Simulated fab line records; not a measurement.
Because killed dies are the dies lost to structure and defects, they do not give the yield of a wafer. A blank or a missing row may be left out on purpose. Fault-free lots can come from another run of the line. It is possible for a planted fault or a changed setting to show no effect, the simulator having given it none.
fab line records	flow sky130
record lots=6	wafers=18	lastDay=50
route steps=708 shown VIA4@645 METAL5@661 PAD_OPEN@708
lots that met no fault: from a run of the same line without faults
startH: the number of hours between the record's first day and the start of the first shown wafer of the lot	waitH: how many hours have passed since the lot's step before this one	" unchanged from the row above	L1.1+2: one row covering several wafers at once	- value missing, or start not given	* or withheld: withheld	< > ~ a bound
route shown NAME@n: NAME is a module with steps in the file, n the number in the route of the first one	usual: the fault-free wafers' mean and standard deviation	same: alike in all rows	chamber/n: place in a boat	sites: readings site by site	_std_site: their standard deviation	_edge_site: the outer-site mean with the inner-site mean subtracted	radiusMm: for every site, how far away it sits from the centre of the wafer	mask NAME#n: copy n	behind: tool/chamber where the wafer was last shaped	hold: why the lot went on hold/how many hours it stayed there/how the hold came to an end	device: transistor that didn't switch, given as n, p or np	end of line: the tests these same wafers got at the end of their route	where a step has no rows: the recipe by itself	killed: the dies lost at the first sort to structure and to defects; this is not the yield of the wafer	map: shows each die of a wafer: x if killed, . if not, _ if none is there
set.NAME: the run value of the setting; set.NAME@STEP: its run value at that earlier step	model.NAME: the simulator's own value behind a step, which no gauge read
lots seen at some steps along the route; tables by step, rows by wafer
services: a tool's chamber out of use, with start hour (startH, from the record's first day; less than 0 if before it), hours out, and reason
## steps
# step SKY_VIA4_COAT_06
# recipe resist=NOVOLAK	spinRpm=3000	resistThkNm=1140
# step SKY_VIA4_SOFTBAKE_07
# recipe tempC=90	timeS=60	resist=NOVOLAK
# step SKY_VIA4_EXPOSE_08
# recipe maskId=VIM4	na=0.6	sourceShape=conventional	sigmaOuter=0.6	polarization=unpolarized	targetCdNm=800	doseMj=132
# step SKY_VIA4_PEB_09
# recipe tempC=withheld	timeS=*	resist=NOVOLAK
# step SKY_VIA4_DEVELOP_10
# recipe resist=NOVOLAK	developer=TMAH	developTimeS=61.22	devTempC=23
# step SKY_VIA4_OVL_MEAS_11
# usual VIA4_OVL=0.0/1.6
lot.wafer	tool	chamber	startH	waitH	VIA4_OVL[nm]
L277.2	overlay-02	-	1006.85	0.1	0.4
L277.3	"	-	"	"	0.8
L277.4	"	-	"	"	1.0
L282.2	overlay-01	-	1038.30	0.1	-1.6
L282.3	"	-	"	"	0.3
L282.6	"	-	"	"	-1.0
L288.3	overlay-01	-	1079.16	0.1	-0.7
L288.4	"	-	"	"	0.5
L288.5	"	-	"	"	-2.7
L289.1	overlay-02	-	1082.00	0.1	-1.1
L289.3	"	-	"	"	-1.7
L289.6	"	-	"	"	-0.9
L298.2	overlay-02	-	1132.65	0.1	1.7
L298.3	"	-	"	"	1.3
L298.6	"	-	"	"	1.3
L300.1	overlay-02	-	1138.60	0.1	0.4
L300.2	"	-	"	"	2.1
L300.5	"	-	"	"	1.5
# step SKY_VIA4_ETCH_12
# recipe target=SiO2	chemistry=C4F8/O2/Ar	stopOn=TiN	maskMaterial=NOVOLAK	sourceW=1500	biasW=1200	pressureMtorr=40	c4f8FlowSccm=withheld	O2_flow_sccm=6	Ar_flow_sccm=300	timeS=withheld	targetDepthA=5800
# usual oesProductAu=0.926/0.0048
lot.wafer	tool	chamber	startH	waitH	oesProductAu
L277.2	rieDiel-01	0	1006.88	0.0	0.924
L277.3	"	3	"	"	0.922
L277.4	"	2	"	"	0.926
L282.2	rieDiel-04	2	1038.33	0.0	0.926
L282.3	"	0	"	"	0.925
L282.6	"	3	"	"	0.919
L288.3	rieDiel-03	2	1079.18	0.0	0.930
L288.4	"	0	"	"	0.926
L288.5	"	1	"	"	0.926
L289.1	rieDiel-04	0	1082.04	0.0	0.922
L289.3	"	2	"	"	0.933
L289.6	"	0	"	"	0.925
L298.2	rieDiel-04	3	1132.68	0.0	0.921
L298.3	"	2	"	"	0.927
L298.6	"	3	"	"	0.924
L300.1	rieDiel-01	1	1138.64	0.0	0.926
L300.2	"	0	"	"	0.927
L300.5	"	0	"	"	0.920
# step SKY_VIA4_STRIP_13
# recipe chemistry=O2/N2	powerW=1400	pressureMtorr=1500	platenTempC=withheld	o2FlowSccm=3000	n2FlowSccm=300	overashFraction=0.5
# usual drypumpMotorCurrentA=6.0/0.62	oesProductAu=0.709/0.0049	stripTimeToEndpointS=12.800/0.027
lot.wafer	tool	chamber	startH	waitH	drypumpMotorCurrentA	oesProductAu	rfHoursCounterH	stripTimeToEndpointS
L277.2	plasmaAsher-02	0	1006.96	-	6.3	0.705	118	12.819
L277.3	"	0	"	"	6.3	0.706	-	12.771
L277.4	"	1	"	"	6.2	0.702	-	12.783
L282.2	plasmaAsher-04	0	1038.41	-	5.0	0.715	94	12.741
L282.3	"	0	"	"	5.0	0.703	-	12.815
L282.6	"	0	"	"	5.0	0.714	-	12.747
L288.3	plasmaAsher-02	1	1079.29	-	6.2	0.713	-	12.816
L288.4	"	0	"	"	6.3	0.706	-	12.810
L288.5	"	1	"	"	6.2	0.709	-	12.767
L289.1	plasmaAsher-03	0	1082.11	-	5.8	0.714	68	12.801
L289.3	"	1	"	"	6.8	0.710	-	12.774
L289.6	"	0	"	"	5.8	0.715	-	12.822
L298.2	plasmaAsher-02	1	1132.79	-	6.2	0.706	6	12.839
L298.3	"	0	"	"	6.2	0.697	-	12.776
L298.6	"	1	"	"	6.2	0.714	-	12.835
L300.1	plasmaAsher-03	0	1138.71	-	5.8	0.707	73	12.807
L300.2	"	1	"	"	6.8	0.713	73	12.762
L300.5	"	0	"	"	5.8	0.713	-	12.827
# step SKY_VIA4_STRIP_14
# recipe chemistry=postEtchResidueRemover	timeS=1200	tempC=72.5
# step SKY_VIA4_CLEAN_15
# recipe chemistry=IPA	timeS=180	tempC=25
# step SKY_VIA4_CLEAN_16
# recipe chemistry=O3/DIW	dry=n2Spin
# step SKY_VIA4_SPUTTER_17
# recipe material=TiN	targetThkNm=20	chamberPressurePa=5	powerW=4000	timeS=80
# usual chamberPressurePa=5.000/0.011	throttleValvePct=30.6/0.93
# same timeS=80
lot.wafer	tool	chamber	startH	waitH	chamberPressurePa	throttleValvePct
L277.2	pvdSputter-02	-	1007.55	0.0	4.986	32.0
L277.3	"	-	"	"	4.997	31.6
L277.4	"	-	"	"	4.979	29.9
L282.2	pvdSputter-01	-	1039.06	0.0	5.003	29.6
L282.3	"	-	"	"	4.981	29.9
L282.6	"	-	"	"	4.982	29.7
L288.3	pvdSputter-01	-	1079.88	0.0	4.989	31.9
L288.4	"	-	"	"	4.996	29.7
L288.5	"	-	"	"	4.999	30.0
L289.1	pvdSputter-02	-	1082.74	0.0	4.995	31.2
L289.3	"	-	"	"	5.007	32.5
L289.6	"	-	"	"	5.004	29.6
L298.2	pvdSputter-01	-	1133.38	0.0	5.007	30.2
L298.3	"	-	"	"	4.989	32.0
L298.6	"	-	"	"	5.018	30.1
L300.1	pvdSputter-04	-	1139.35	0.0	4.987	30.1
L300.2	"	-	"	"	4.999	31.0
L300.5	"	-	"	"	4.993	30.6
# step SKY_VIA4_CVD_18
# recipe material=W	targetThkNm=505	timeS=152.14	tempC=400	pressureTorr=40
# usual heaterPowerW=908/90
lot.wafer	tool	chamber	startH	waitH	heaterPowerW	model.W_of_VIA4_CVD_18.thkNm
L277.2	cvdW-01	1	1007.61	0.0	945	509.4
L277.3	"	0	"	"	846	505.3
L277.4	"	1	"	"	962	506.6
L282.2	cvdW-02	1	1039.12	0.0	800	497.7
L282.3	"	0	"	"	1031	502.1
L282.6	"	0	"	"	1038	498.2
L288.3	cvdW-01	1	1079.99	0.1	963	221.6
L288.4	"	0	"	"	840	218.8
L288.5	"	1	"	"	942	221.8
L289.1	cvdW-01	1	1082.80	0.0	928	222.7
L289.3	"	0	"	"	839	223.7
L289.6	"	1	"	"	953	225.9
L298.2	cvdW-02	0	1133.45	0.0	1064	498.6
L298.3	"	0	"	"	1043	495.3
L298.6	"	0	"	"	1028	492.1
L300.1	cvdW-02	0	1139.42	0.0	1040	496.2
L300.2	"	1	"	"	806	493.3
L300.5	"	1	"	"	825	498.3
# step SKY_VIA4_RS_MEAS_19
# recipe thkMeasGauge=four-point-probe	reads=W_of_VIA4_CVD_18+TiN_of_VIA4_SPUTTER_17
# usual VIA4_W_RS=0.2269/0.0023
lot.wafer	tool	chamber	startH	waitH	VIA4_W_RS[ohm/sq]
L277.2	filmMetro-04	-	1007.78	0.1	0.2248
L277.3	"	-	"	"	0.2263
L277.4	"	-	"	"	0.2262
L282.2	filmMetro-03	-	1039.29	0.1	0.2296
L282.3	"	-	"	"	0.2280
L282.6	"	-	"	"	0.2291
L288.3	filmMetro-01	-	1080.13	0.1	0.5225
L288.4	"	-	"	"	0.5296
L288.5	"	-	"	"	0.5228
L289.1	filmMetro-03	-	1082.95	0.1	0.5186
L289.3	"	-	"	"	0.5160
L289.6	"	-	"	"	0.5107
L298.2	filmMetro-04	-	1133.62	0.1	0.2294
L298.3	"	-	"	"	0.2311
L298.6	"	-	"	"	0.2326
L300.1	filmMetro-04	-	1139.57	0.1	0.2307
L300.2	"	-	"	"	0.2321
L300.5	"	-	"	"	0.2301
# step SKY_VIA4_THK_MEAS_20
# recipe thkMeasGauge=xrf	reads=W_of_VIA4_CVD_18
# usual VIA4_W_THK=517/7.1
lot.wafer	tool	chamber	startH	waitH	VIA4_W_THK[nm]
L277.2	filmMetro-04	-	1007.89	0.1	523
L277.3	"	-	"	"	524
L277.4	"	-	"	"	524
L282.2	filmMetro-03	-	1039.40	0.1	504
L282.3	"	-	"	"	510
L282.6	"	-	"	"	508
L288.3	filmMetro-01	-	1080.23	0.1	226
L288.4	"	-	"	"	224
L288.5	"	-	"	"	227
L289.1	filmMetro-03	-	1083.07	0.1	225
L289.3	"	-	"	"	226
L289.6	"	-	"	"	227
L298.2	filmMetro-04	-	1133.73	0.1	512
L298.3	"	-	"	"	506
L298.6	"	-	"	"	502
L300.1	filmMetro-04	-	1139.69	0.1	506
L300.2	"	-	"	"	504
L300.5	"	-	"	"	508
# step SKY_VIA4_CMP_21
# recipe stopOn=SiO2	tOverpolishS=25	downForcePsi=3.5	platenRpm=60	targetThkNm=0	padVelocityMS=0.94248
# usual motorCurrentA=10.8/1	timeToEndpointS=122/4
lot.wafer	tool	chamber	startH	waitH	motorCurrentA	timeToEndpointS
L277.2	cmp-01	1	1007.99	0.1	11.3	125
L277.4	"	2	"	"	10.0	127
L277.3	"	3	"	"	10.2	131
L282.2	cmp-02	2	1039.45	0.0	10.4	118
L282.3	"	3	"	"	13.0	119
L282.6	"	2	"	"	10.2	116
L288.4	cmp-01	1	1080.48	0.2	11.3	51
L288.3	"	2	"	"	9.3	54
L288.5	"	2	"	"	9.8	53
L289.1	cmp-01	2	1083.72	0.6	9.5	52
L289.3	"	1	"	"	10.9	51
L289.6	"	2	"	"	9.7	53
L298.3	cmp-02	2	1133.80	0.0	10.1	116
L298.2	"	3	"	"	12.7	116
L298.6	"	3	"	"	13.5	111
L300.1	cmp-02	0	1140.02	0.3	10.1	120
L300.2	"	1	"	"	12.6	119
L300.5	"	3	"	"	14.4	118
# step SKY_METAL5_SPUTTER_00
# recipe material=Ti	targetThkNm=15	powerW=3000	timeS=10	chamberPressurePa=0.4
# usual chamberPressurePa=0.4001/0.00082	throttleValvePct=30.6/1.2
# same timeS=10
lot.wafer	tool	chamber	startH	waitH	chamberPressurePa	throttleValvePct
L277.2	pvdSputter-03	-	1008.24	0.2	0.3990	29.4
L277.3	"	-	"	"	0.4002	29.5
L277.4	"	-	"	"	0.4013	30.9
L282.2	pvdSputter-04	-	1039.75	0.2	0.4001	30.2
L282.3	"	-	"	"	0.3986	29.4
L282.6	"	-	"	"	0.3987	30.7
L288.3	pvdSputter-01	-	1080.78	0.2	0.4008	29.9
L288.4	"	-	"	"	0.3998	32.2
L288.5	"	-	"	"	0.4000	29.5
L289.1	pvdSputter-04	-	1084.02	0.2	0.3993	30.2
L289.3	"	-	"	"	0.4012	30.8
L289.6	"	-	"	"	0.3995	31.0
L298.2	pvdSputter-04	-	1134.10	0.2	0.3992	31.0
L298.3	"	-	"	"	0.3993	30.1
L298.6	"	-	"	"	0.4000	30.5
L300.1	pvdSputter-01	-	1140.22	0.1	0.3997	30.3
L300.2	"	-	"	"	0.3991	29.7
L300.5	"	-	"	"	0.3997	29.8
# step SKY_PAD_OPEN_PROBE_99
# usual defectLimitedYield=82.3/1.9	killed_at_M0_to_M3=44/7.4	killed_at_M4_up=3.2/1.8	killedAtContacts=25/5.2	killedAtFrontEnd=15/4.5	killedAtOther=0.2/0.43	killedDies=87/9.6	killedOpen=48/7.6	killedShort=40/5.7	sort_bin_3_pad_short=0.9/0.45	sort_bin_5_function=10.5/1.5	sort_bin_6_memory=6.3/1.2	sortNPass=405/9.6	sortYieldPct=82.3/1.9
# same grossDies=492	killedAtBackSide=0	sort_bin_4_leakage[%]=0	sort_bin_8_speed[%]=0
lot.wafer	tool	chamber	startH	waitH	defectLimitedYield[%]	killed_at_M0_to_M3	killed_at_M4_up	killedAtContacts	killedAtFrontEnd	killedAtOther	killedDies	killedOpen	killedShort	sort_bin_3_pad_short[%]	sort_bin_5_function[%]	sort_bin_6_memory[%]	sortNPass	sortYieldPct[%]	model.etest.via4Chain.rcOhm
L277.2	prober-01	-	1077.28	0.1	83.3	40	6	15	21	0	82	46	36	0.6	10.0	6.1	410	83.3	0.7704
L277.3	prober-01	-	1077.33	0.2	82.9	41	3	24	15	1	84	43	41	0.6	12.2	4.3	408	82.9	0.7846
L277.4	prober-01	-	1077.38	0.2	81.1	55	6	21	11	0	93	59	34	1.0	10.8	7.1	399	81.1	0.7596
L282.2	prober-02	-	1107.00	0.1	79.3	54	4	31	13	0	102	54	48	1.2	12.0	7.5	390	79.3	0.8416
L282.3	prober-02	-	1107.05	0.2	81.7	44	2	30	13	1	90	55	35	0.8	10.0	7.5	402	81.7	0.7843
L282.6	prober-02	-	1107.20	0.2	81.9	47	3	20	19	0	89	42	47	0.8	10.2	7.1	403	81.9	0.8178
L288.3	prober-02	-	1142.62	0.2	81.9	40	3	30	16	0	89	55	34	1.2	11.0	5.9	403	81.9	0.8605
L288.4	prober-02	-	1142.67	0.2	86.8	32	0	21	12	0	65	36	29	0.4	8.9	3.9	427	86.8	0.8373
L288.5	prober-02	-	1142.72	0.2	80.3	44	3	27	23	0	97	52	45	1.0	13.0	5.7	395	80.3	0.8397
L289.1	prober-01	-	1146.71	0.1	84.1	46	4	16	12	0	78	43	35	0.6	9.1	6.1	414	84.1	0.8348
L289.3	prober-01	-	1146.81	0.2	81.1	35	9	27	22	0	93	49	44	0.8	12.0	6.1	399	81.1	0.8213
L289.6	prober-01	-	1146.96	0.2	84.8	44	3	14	14	0	75	35	40	1.2	9.3	4.7	417	84.8	0.8428
L298.2	prober-02	-	1189.97	0.1	86.0	31	2	29	7	0	69	36	33	0.6	8.5	4.9	423	86.0	0.8098
L298.3	prober-02	-	1190.02	0.2	80.9	49	3	30	12	0	94	58	36	0.8	11.2	7.1	398	80.9	0.7805
L298.6	prober-02	-	1190.17	0.2	79.5	44	7	31	19	0	101	48	53	1.0	12.2	7.3	391	79.5	0.8118
L300.1	prober-02	-	1195.98	0.1	80.3	58	1	23	15	0	97	49	48	1.4	12.0	6.3	395	80.3	0.8034
L300.2	prober-02	-	1196.03	0.1	83.7	46	1	18	15	0	80	46	34	0.6	9.3	6.3	412	83.7	0.8273
L300.5	prober-02	-	1196.18	0.2	82.9	47	4	23	10	0	84	47	37	0.2	10.8	6.1	408	82.9	0.7693
# killed by level:class
L277.2 VIA1:geometricParticle:open=9 VIA2:geometricParticle:open=8 LI_CONTACT:geometricParticle:open=6 METAL1:geometricParticle:short=6 POLY_GATE:geometricParticle:open=5 CONTACT:geometricParticle:open=4 POLY_GATE:geometricParticle:short=4 METAL2:geometricParticle:short=4
L277.3 CONTACT:geometricParticle:open=9 VIA2:geometricParticle:open=8 VIA1:geometricParticle:open=7 METAL2:geometricParticle:short=6 FIELD_ISO:geometricParticle:open=5 VIA3:geometricParticle:open=5 CONTACT:geometricParticle:short=5 FIELD_ISO:geometricParticle:short=4
L277.4 VIA1:geometricParticle:open=13 VIA3:geometricParticle:open=11 VIA2:geometricParticle:open=9 LI_CONTACT:geometricParticle:open=7 CONTACT:geometricParticle:open=7 VIA1:geometricParticle:short=6 POLY_GATE:geometricParticle:short=4 METAL3:geometricParticle:short=4
L282.2 VIA2:geometricParticle:open=12 VIA1:geometricParticle:open=10 CONTACT:geometricParticle:open=9 METAL1:geometricParticle:short=9 LI_CONTACT:geometricParticle:open=7 VIA1:geometricParticle:short=6 LI_CONTACT:geometricParticle:short=5 LOCAL_INTERCONNECT:geometricParticle:short=5
L282.3 CONTACT:geometricParticle:open=15 VIA1:geometricParticle:open=13 VIA2:geometricParticle:open=9 CONTACT:geometricParticle:short=5 VIA1:geometricParticle:short=5 POLY_GATE:geometricParticle:open=4 LI_CONTACT:geometricParticle:open=4 METAL1:geometricParticle:short=4
L282.6 METAL2:geometricParticle:short=10 CONTACT:geometricParticle:open=9 VIA1:geometricParticle:open=7 VIA3:geometricParticle:short=6 FIELD_ISO:geometricParticle:short=5 VIA2:geometricParticle:open=5 CONTACT:geometricParticle:short=5 FIELD_ISO:geometricParticle:open=4
L288.3 VIA1:geometricParticle:open=16 LI_CONTACT:geometricParticle:open=13 METAL1:geometricParticle:short=7 LI_CONTACT:geometricParticle:short=6 VIA2:geometricParticle:open=6 CONTACT:geometricParticle:short=5 CONTACT:geometricParticle:open=5 FIELD_ISO:geometricParticle:short=4
L288.4 VIA2:geometricParticle:open=8 CONTACT:geometricParticle:open=7 FIELD_ISO:geometricParticle:short=6 LI_CONTACT:geometricParticle:open=6 VIA1:geometricParticle:open=6 CONTACT:geometricParticle:short=5 METAL1:geometricParticle:short=4 VIA3:geometricParticle:open=4
L288.5 CONTACT:geometricParticle:open=11 FIELD_ISO:geometricParticle:open=8 METAL1:geometricParticle:short=7 VIA1:geometricParticle:open=7 VIA2:geometricParticle:open=6 VIA3:geometricParticle:open=6 FIELD_ISO:geometricParticle:short=5 LI_CONTACT:geometricParticle:short=5
L289.1 VIA1:geometricParticle:open=15 CONTACT:geometricParticle:open=9 METAL2:geometricParticle:short=8 METAL1:geometricParticle:short=7 VIA3:geometricParticle:open=6 POLY_GATE:geometricParticle:short=5 FIELD_ISO:geometricParticle:open=3 VIA2:geometricParticle:open=3
L289.3 CONTACT:geometricParticle:open=12 VIA1:geometricParticle:open=10 POLY_GATE:geometricParticle:open=9 METAL2:geometricParticle:short=9 LI_CONTACT:geometricParticle:open=8 METAL4:geometricParticle:short=7 FIELD_ISO:geometricParticle:short=4 CONTACT:geometricParticle:short=4
L289.6 VIA1:geometricParticle:open=11 METAL2:geometricParticle:short=8 CONTACT:geometricParticle:open=5 VIA3:geometricParticle:short=5 VIA3:geometricParticle:open=4 METAL1:geometricParticle:short=4 VIA1:geometricParticle:short=4 SPACER:geometricParticle:open=3
L298.2 CONTACT:geometricParticle:open=14 LI_CONTACT:geometricParticle:open=6 METAL2:geometricParticle:short=6 LOCAL_INTERCONNECT:geometricParticle:short=5 VIA1:geometricParticle:short=4 METAL1:geometricParticle:short=4 POLY_GATE:geometricParticle:short=3 CONTACT:geometricParticle:short=3
L298.3 CONTACT:geometricParticle:open=15 VIA3:geometricParticle:open=10 VIA1:geometricParticle:open=10 LOCAL_INTERCONNECT:geometricParticle:short=6 VIA1:geometricParticle:short=6 POLY_GATE:geometricParticle:open=4 VIA2:geometricParticle:open=4 VIA3:geometricParticle:short=4
L298.6 VIA1:geometricParticle:open=12 METAL1:geometricParticle:short=9 LI_CONTACT:geometricParticle:short=8 POLY_GATE:geometricParticle:short=7 LI_CONTACT:geometricParticle:open=7 CONTACT:geometricParticle:open=7 VIA1:geometricParticle:short=6 FIELD_ISO:geometricParticle:open=4
L300.1 VIA1:geometricParticle:open=12 METAL1:geometricParticle:short=9 LI_CONTACT:geometricParticle:open=7 VIA2:geometricParticle:open=7 VIA3:geometricParticle:open=7 CONTACT:geometricParticle:open=5 VIA1:geometricParticle:short=5 METAL2:geometricParticle:short=5
L300.2 VIA1:geometricParticle:open=10 VIA3:geometricParticle:open=6 CONTACT:geometricParticle:open=6 METAL1:geometricParticle:short=6 VIA1:geometricParticle:short=6 LI_CONTACT:geometricParticle:open=5 METAL3:geometricParticle:short=5 FIELD_ISO:geometricParticle:open=4
L300.5 VIA1:geometricParticle:open=14 CONTACT:geometricParticle:open=10 METAL2:geometricParticle:short=7 VIA2:geometricParticle:short=6 VIA3:geometricParticle:open=6 LOCAL_INTERCONNECT:geometricParticle:short=5 METAL3:geometricParticle:short=4 FIELD_ISO:geometricParticle:open=3
## services
tool	chamber	startH	hours	kind
pvdSputter-04	-	983.36	7.5	repair
plasmaAsher-02	-	994.68	3.6	repair
cvdW-02	1	995.65	2.1	repair
rieDiel-04	-	1006.33	10.0	pm
pvdSputter-01	-	1007.28	4.8	repair
rieDiel-04	3	1017.24	15.6	repair
pvdSputter-04	-	1020.97	0.5	repair
plasmaAsher-02	-	1022.15	14.6	pm
cmp-01	-	1025.89	2.0	repair
cmp-02	-	1035.86	3.5	repair
cvdW-01	-	1036.44	6.9	pm
rieDiel-04	3	1041.73	5.6	repair
rieDiel-04	2	1050.55	2.8	repair
plasmaAsher-02	-	1055.25	9.0	pm
cmp-01	-	1061.11	0.5	repair
cmp-02	-	1061.79	0.3	repair
cmp-02	-	1077.93	11.9	pm
rieDiel-04	1	1085.20	8.5	repair
pvdSputter-01	-	1096.99	7.6	repair
cmp-02	-	1100.56	1.7	repair
rieDiel-04	1	1101.61	41.0	repair
cvdW-01	-	1122.75	1.9	repair
cmp-02	-	1126.99	6.2	pm
rieDiel-04	0	1129.67	10.6	repair
## key
firstSign step=SKY_VIA4_RS_MEAS_19	reading=VIA4_W_RS	direction=up	sigmas=99+	usual=0.2269	struck=0.5200
effect step=SKY_VIA4_THK_MEAS_20	reading=VIA4_W_THK	direction=down	sigmas=41	usual=517	struck=226
effect step=SKY_VIA4_CMP_21	reading=timeToEndpointS	direction=down	sigmas=17	usual=*	struck=*
modelEffect step=SKY_VIA4_CVD_18	value=W_of_VIA4_CVD_18.thkNm	without=504.1	struck=222.4
modelEffect step=SKY_PAD_OPEN_PROBE_99	value=etest.via4Chain.rcOhm	without=0.8098	struck=0.8394
metAt SKY_VIA4_CVD_18
struckWafers L288.3,L288.4,L288.5,L289.1,L289.3,L289.6
onsetBetween 1007.61 1079.99
fault kind=processParameterDrift	tool=cvdW-01	chamber=-	onsetH=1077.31	steps=SKY_VIA4_CVD_18	channel=targetThkNm	offset=-281.7	shape=step	endH=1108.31	actsIn=theseRecipesOnly	stated=505
